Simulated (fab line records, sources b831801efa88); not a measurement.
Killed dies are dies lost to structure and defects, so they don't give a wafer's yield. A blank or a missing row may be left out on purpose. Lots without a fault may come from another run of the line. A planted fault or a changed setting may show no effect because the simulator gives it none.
Which tool did it? | flow sky130 | 11 lots, 33 wafers sampled, at 4 steps of a route of 708

WHAT THE GAUGES READ, wafer by wafer
SKY_METAL3_CD_MEAS_13: target cd 300 nm. Usual: cd_nm 299.5 nm, standard deviation 1.4.
lot  | measured     | on        | cd_nm (nm)        | flag
L982 | day 38 10:29 | cd_sem-02 | 299.1 299.2 301.1 |
L987 | day 40 02:28 | cd_sem-01 | 298.4 297.1 298.2 |
L990 | day 41 05:58 | cd_sem-01 | 300.2 300.5 298.6 |
L994 | day 42 05:17 | cd_sem-02 | 301.1 300.5 299.6 |
L995 | day 42 12:20 | cd_sem-01 | 300.9 301.0 300.8 |
L996 | day 42 15:40 | cd_sem-02 | 299.7 298.4 299.1 |
L997 | day 43 03:07 | cd_sem-01 | 297.4 298.7 297.4 |
L101 | day 44 11:40 | cd_sem-02 | 299.6 298.1 298.9 |
L103 | day 44 12:29 | cd_sem-01 | 299.3 299.7 300.3 |
L104 | day 44 18:10 | cd_sem-02 | 296.1 297.0 296.7 |
L105 | day 44 23:02 | cd_sem-01 | 300.7 299.4 300.6 |

SKY_VIA3_OVL_MEAS_13. Usual: VIA3_OVL 2 nm, standard deviation 6.5.
lot  | measured     | on         | VIA3_OVL (nm) | flag
L982 | day 39 14:02 | overlay-02 | 8 11 2        |
L987 | day 41 03:59 | overlay-02 | 6 11 6        |
L990 | day 42 06:38 | overlay-01 | 6 18 1        |
L994 | day 43 06:23 | overlay-02 | 1 -3 2        |
L995 | day 43 13:16 | overlay-01 | 13 -2 4       |
L996 | day 43 15:49 | overlay-02 | -7 -1 -2      |
L997 | day 44 02:38 | overlay-02 | -6 -9 -2      |
L101 | day 45 11:26 | overlay-01 | 2 -2 1        |
L103 | day 45 12:19 | overlay-01 | -6 3 -7       |
L104 | day 45 17:51 | overlay-01 | -1 -2 -1      |
L105 | day 45 21:49 | overlay-01 | -7 -7 -3      |

WHICH TOOL RAN EACH LOT (tool, then ch and the chambers of the sampled wafers, then the start)
lot  | SKY_METAL3_METAL_ETCH_18          | SKY_VIA3_HDPCVD_00
L982 | rie_metal-02 ch 0,1, day 38 10:56 | hdpcvd-02 ch 0,2, day 38 11:42
L987 | rie_metal-03 ch 0,1, day 40 02:45 | hdpcvd-01 ch 0,1, day 40 03:31
L990 | rie_metal-02 ch 0,1, day 41 06:15 | hdpcvd-02 ch 0,1, day 41 07:01
L994 | rie_metal-03 ch 0,1, day 42 05:36 | hdpcvd-02 ch 0,1, day 42 06:22
L995 | rie_metal-02 ch 0,1, day 42 12:40 | hdpcvd-01 ch 1,2, day 42 13:22
L996 | rie_metal-02 ch 0, day 42 15:58   | hdpcvd-01 ch 1,2, day 42 16:45
L997 | rie_metal-03 ch 0,1, day 43 03:25 | hdpcvd-01 ch 0,1, day 43 04:12
L101 | rie_metal-01 ch 0,1, day 44 12:01 | hdpcvd-02 ch 0,1, day 44 12:49
L103 | rie_metal-03 ch 0,1, day 44 12:49 | hdpcvd-01 ch 0,2, day 44 13:31
L104 | rie_metal-03 ch 0,1, day 44 18:31 | hdpcvd-02 ch 0,1,2, day 44 19:19
L105 | rie_metal-03 ch 0,1, day 44 23:23 | hdpcvd-02 ch 0,1, day 45 00:08
- SKY_METAL3_METAL_ETCH_18: etches the open film in Cl2/BCl3, stops on SiO2, target depth 845 nm, time 183.1 s.
- SKY_VIA3_HDPCVD_00: deposits SiO2, target thk 1635 nm, time 272.5 s.

WHAT THE TOOLS THEMSELVES READ (means of the sampled wafers that have a number; where no wafer has one, the mark that the record gives instead)
SKY_METAL3_METAL_ETCH_18. Usual: drypump_motor_current_A 5.49 A, standard deviation 0.28; oes_product_au 0.866 a.u., standard deviation 0.0065; throttle_valve_pct 22.264 %, standard deviation 0.0082.
lot  | tool         | drypump_motor_current_A (A) | oes_product_au (a.u.) | throttle_valve_pct (%) | flag
L982 | rie_metal-02 | 5.56                        | 0.869                 | 22.267                 |
L987 | rie_metal-03 | 5.73                        | 0.872                 | 22.260                 |
L990 | rie_metal-02 | 5.39                        | 0.870                 | 22.264                 |
L994 | rie_metal-03 | 5.55                        | 0.861                 | 22.269                 |
L995 | rie_metal-02 | 5.57                        | 0.868                 | 22.267                 |
L996 | rie_metal-02 | 5.73                        | 0.864                 | 22.260                 |
L997 | rie_metal-03 | 5.68                        | 0.862                 | 22.270                 |
L101 | rie_metal-01 | 5.42                        | 0.864                 | 22.267                 |
L103 | rie_metal-03 | 5.53                        | 0.871                 | 22.266                 |
L104 | rie_metal-03 | 5.72                        | 0.867                 | 22.261                 |
L105 | rie_metal-03 | 5.55                        | 0.874                 | 22.263                 |

SKY_VIA3_HDPCVD_00. Usual: pressure_mtorr 5.999 mTorr, standard deviation 0.012; run_length_s 300.3 s, standard deviation 0.32.
lot  | tool      | pressure_mtorr (mTorr) | run_length_s (s) | flag
L982 | hdpcvd-02 | 6.003                  | 300.3            |
L987 | hdpcvd-01 | 5.990                  | 300.2            |
L990 | hdpcvd-02 | 6.007                  | 300.3            |
L994 | hdpcvd-02 | -                      | -                | OFF
L995 | hdpcvd-01 | -                      | -                | OFF
L996 | hdpcvd-01 | -                      | -                | OFF
L997 | hdpcvd-01 | 5.998                  | 300.0            |
L101 | hdpcvd-02 | 5.995                  | 300.5            |
L103 | hdpcvd-01 | 6.001                  | 300.0            |
L104 | hdpcvd-02 | 6.005                  | 300.3            |
L105 | hdpcvd-02 | 5.994                  | 300.5            |

THE ANSWER, worked out from the rows above alone
Rule: a lot is off if the mean of its wafers that have a number lies more than 3 standard deviations from the usual mean. A lot without any number at a reading at which 4 lots or more have one is off too. The other lots that the step has rows for count as sound. The gauges are gone through in route order, then the tools' own readings, and for those a lot's mean is taken as printed above. The first step at which some lot is off is used, and at that step the reading that is off furthest; a lot without a number counts as furthest.
Off: L994, L995, L996, at SKY_VIA3_HDPCVD_00 (pressure_mtorr). Without a number there: L994, L995, L996.
A tool fits if, at that step or a process step before it, it ran every lot that is off, and no sound lot after the first of them. None of those tried fits.

WHAT THE SIMULATOR HAD PUT IN
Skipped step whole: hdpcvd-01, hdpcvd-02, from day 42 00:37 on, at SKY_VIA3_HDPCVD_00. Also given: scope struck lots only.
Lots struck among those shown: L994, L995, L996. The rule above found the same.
